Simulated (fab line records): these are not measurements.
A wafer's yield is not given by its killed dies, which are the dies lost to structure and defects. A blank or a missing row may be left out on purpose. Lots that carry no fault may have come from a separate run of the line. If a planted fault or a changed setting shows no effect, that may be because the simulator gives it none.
Which tool did it? | flow gf180mcu | Sampling: 13 lots, 39 wafers, 5 of 602 route steps

## WHAT EACH GAUGE READ, for each wafer
GF_VT_IMPLANT_TW_MEAS_32. Usual: for VT_IMPLANT_3_TW the level is 270.6 and the standard deviation is 1.6.
lot  | measured     | on            | VT_IMPLANT_3_TW   | flag
L946 | day 6 17:47  | film-metro-04 | 269.7 270.2 270.2 |
L947 | day 6 22:56  | film-metro-04 | 271.6 270.1 269.7 |
L948 | day 7 10:41  | film-metro-03 | 272.6 273.8 273.9 |
L949 | day 7 13:33  | film-metro-04 | 271.6 272.2 273.0 |
L950 | day 7 18:00  | film-metro-04 | 271.5 271.5 271.9 |
L953 | day 8 21:05  | film-metro-04 | 268.7 269.8 269.9 |
L954 | day 9 07:18  | film-metro-04 | 270.0 270.2 270.0 |
L958 | day 10 12:50 | film-metro-03 | 270.2 270.9 272.2 |
L959 | day 10 13:58 | film-metro-04 | 270.1 271.1 270.9 |
L962 | day 11 11:35 | film-metro-04 | 268.3 269.3 267.3 |
L963 | day 11 15:20 | film-metro-01 | 272.8 271.3 271.4 |
L965 | day 12 01:59 | film-metro-04 | 270.2 270.2 270.3 |
L968 | day 12 20:59 | film-metro-04 | 270.9 271.4 269.1 |

GF_VT_IMPLANT_RS_MEAS_49: the measuring method here is four-point-probe. Usual: for MVPSD_RS the level is 1170 ohm/sq and the standard deviation is 3.9.
lot  | measured     | on            | MVPSD_RS (ohm/sq) | flag
L946 | day 7 09:37  | film-metro-02 | 1174 1171 1170    |
L947 | day 7 14:52  | film-metro-03 | 1169 1173 1168    |
L948 | day 8 03:21  | film-metro-01 | 1164 1159 1160    |
L949 | day 8 06:19  | film-metro-03 | 1175 1172 1171    |
L950 | day 8 11:08  | film-metro-01 | 1166 1167 1169    |
L953 | day 9 14:42  | film-metro-01 | 1169 1172 1169    |
L954 | day 10 01:19 | film-metro-03 | 1174 1176 1175    |
L958 | day 11 07:57 | film-metro-02 | 1165 1167 1168    |
L959 | day 11 08:37 | film-metro-03 | 1171 1174 1171    |
L962 | day 12 07:04 | film-metro-03 | 1172 1170 1170    |
L963 | day 12 11:21 | film-metro-03 | 1168 1170 1169    |
L965 | day 12 21:49 | film-metro-01 | 1167 1171 1168    |
L968 | day 13 17:49 | film-metro-01 | 1169 1169 1170    |

GF_HV_LDD_CD_MEAS_31 targets a cd of 400 nm. Usual: cd-nm 399.7 nm, standard deviation 2.4.
lot  | measured     | on        | cd-nm (nm)        | flag
L946 | day 11 08:07 | cd-sem-01 | 398.3 398.4 399.9 |
L947 | day 11 13:57 | cd-sem-02 | 399.2 399.4 396.2 |
L948 | day 12 03:57 | cd-sem-01 | 402.0 403.3 401.4 |
L949 | day 12 07:19 | cd-sem-01 | 398.3 401.3 398.6 |
L950 | day 12 12:31 | cd-sem-02 | 379.4 380.8 381.6 | OFF
L953 | day 13 20:15 | cd-sem-02 | 399.8 399.4 397.9 |
L954 | day 14 08:28 | cd-sem-02 | 385.7 387.3 386.5 | OFF
L958 | day 15 20:20 | cd-sem-01 | 399.6 398.5 399.3 |
L959 | day 15 20:58 | cd-sem-02 | 401.4 402.7 403.2 |
L962 | day 17 01:54 | cd-sem-01 | 402.5 402.5 402.3 |
L963 | day 17 07:35 | cd-sem-01 | 400.3 398.9 399.8 |
L965 | day 17 19:43 | cd-sem-02 | 400.1 399.1 399.6 |
L968 | day 18 20:43 | cd-sem-02 | 399.9 400.3 399.1 |

## WHAT TOOL EACH LOT RAN ON (gives the tool, then ch and the chambers of the sampled wafers, and finally the start)
lot  | GF_VT_IMPLANT_STRIP_20               | GF_HV_LDD_EXPOSE_28
L946 | plasma-asher-04 ch 0,1, day 6 02:35  | iline-stepper-02 ch 0, day 10 23:06
L947 | plasma-asher-04 ch 0, day 6 08:56    | iline-stepper-02 ch 0, day 11 04:43
L948 | plasma-asher-01 ch 0,1, day 6 19:31  | iline-stepper-01 ch 0, day 11 18:51
L949 | plasma-asher-04 ch 0,1, day 6 21:45  | iline-stepper-02 ch 0, day 11 21:59
L950 | plasma-asher-04 ch 0,1, day 7 02:40  | iline-stepper-02 ch 0, day 12 02:55
L953 | plasma-asher-01 ch 0,1, day 8 04:32  | iline-stepper-01 ch 0, day 13 09:57
L954 | plasma-asher-04 ch 0,1, day 8 14:16  | iline-stepper-02 ch 0, day 13 22:13
L958 | plasma-asher-02 ch 0,1, day 9 19:07  | iline-stepper-01 ch 0, day 15 09:41
L959 | plasma-asher-02 ch 0,1, day 9 20:11  | iline-stepper-01 ch 0, day 15 10:16
L962 | plasma-asher-02 ch 1, day 10 16:47   | iline-stepper-01 ch 0, day 16 14:56
L963 | plasma-asher-04 ch 0,1, day 10 20:46 | iline-stepper-01 ch 0, day 16 20:43
L965 | plasma-asher-04 ch 0,1, day 11 06:51 | iline-stepper-01 ch 0, day 17 08:06
L968 | plasma-asher-04 ch 1, day 12 01:20   | iline-stepper-01 ch 0, day 18 08:31
- GF_VT_IMPLANT_STRIP_20: strips in O2/N2.
- GF_HV_LDD_EXPOSE_28: exposes mask Nplus HV AREA, target cd 400 nm.

## WHAT THE TOOLS THEMSELVES READ (means of the sampled wafers that have a number; where no wafer has one, the mark that the record gives instead)
GF_VT_IMPLANT_STRIP_20. Usual: drypump-motor-current-A 5.7 A, standard deviation 0.36; heater-power-w 317 W, standard deviation 15; oes-product-au 0.716 a.u., standard deviation 0.0048; strip-time-to-endpoint-s 12.626 s, standard deviation 0.028.
lot  | tool            | drypump-motor-current-A (A) | heater-power-w (W) | oes-product-au (a.u.) | strip-time-to-endpoint-s (s) | flag
L946 | plasma-asher-04 | 5.5                         | 317                | 0.716                 | 12.601                       |
L947 | plasma-asher-04 | 5.5                         | 305                | 0.719                 | 12.621                       |
L948 | plasma-asher-01 | 5.6                         | 330                | 0.713                 | 12.624                       |
L949 | plasma-asher-04 | 5.5                         | 303                | 0.715                 | 12.639                       |
L950 | plasma-asher-04 | 5.5                         | 311                | 0.711                 | 12.613                       |
L953 | plasma-asher-01 | 5.4                         | 341                | 0.718                 | 12.638                       |
L954 | plasma-asher-04 | 5.5                         | 312                | 0.715                 | 12.661                       |
L958 | plasma-asher-02 | 6.2                         | 306                | 0.709                 | 12.625                       |
L959 | plasma-asher-02 | 5.9                         | 311                | 0.713                 | 12.620                       |
L962 | plasma-asher-02 | 6.5                         | 304                | 0.714                 | 12.582                       |
L963 | plasma-asher-04 | 5.5                         | 310                | 0.718                 | 12.598                       |
L965 | plasma-asher-04 | 5.5                         | 314                | 0.718                 | 12.621                       |
L968 | plasma-asher-04 | 5.4                         | 316                | 0.713                 | 12.620                       |

GF_HV_LDD_EXPOSE_28. Usual: exposure-dose-mJ-cm2 140.07, standard deviation 0.14.
lot  | tool             | exposure-dose-mJ-cm2 | flag
L946 | iline-stepper-02 | 140.08               |
L947 | iline-stepper-02 | 140.10               |
L948 | iline-stepper-01 | 140.08               |
L949 | iline-stepper-02 | 140.14               |
L950 | iline-stepper-02 | 132.65               | OFF
L953 | iline-stepper-01 | 139.95               |
L954 | iline-stepper-02 | 132.60               | OFF
L958 | iline-stepper-01 | 139.93               |
L959 | iline-stepper-01 | 140.21               |
L962 | iline-stepper-01 | 140.21               |
L963 | iline-stepper-01 | 140.19               |
L965 | iline-stepper-01 | 140.08               |
L968 | iline-stepper-01 | 139.85               |

## THE ANSWER, worked out from the rows above alone
Rule: a lot counts as off when the mean over its wafers that have a number is more than 3 standard deviations away from the usual mean. Also off: a lot with no number at a reading for which 4 or more lots have one. The other lots that the step has rows for count as sound. First the gauges in route order, then the tools' own readings, where a lot's mean is used as printed above. At the first step where some lot is off, the reading lying furthest off is the one used; lots without a number count as furthest.
Off, at GF_HV_LDD_CD_MEAS_31 on cd-nm: L950, L954.
If a tool, at a process step before that reading, ran all the lots that are off and no sound lot after the first of them, it fits. The gauges at GF_HV_LDD_CD_MEAS_31 aren't tried: what is off there is off at GF_HV_LDD_EXPOSE_28 too, on other tools, and a gauge's error can't cause that. One fits: GF_HV_LDD_EXPOSE_28 on iline-stepper-02. Its last sound lot is L949 (day 11 21:59), its first lot that is off L950 (day 12 02:55): a fault that began between those two fits.
On the lots that are off, the tool's own readings at GF_HV_LDD_EXPOSE_28 differ by more than 5 times the standard deviation of the sound lots' means, which bears it out; exposure-dose-mJ-cm2 reads 132.62 there versus 140.07 on the sound lots.

## WHAT THE SIMULATOR PUT IN
Process parameter drift: iline-stepper-02, from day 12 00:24 on, at GF_HV_LDD_EXPOSE_28. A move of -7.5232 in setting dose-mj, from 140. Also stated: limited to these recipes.
Shown lots that were struck: L950, L954. This agrees with what the rule above found.
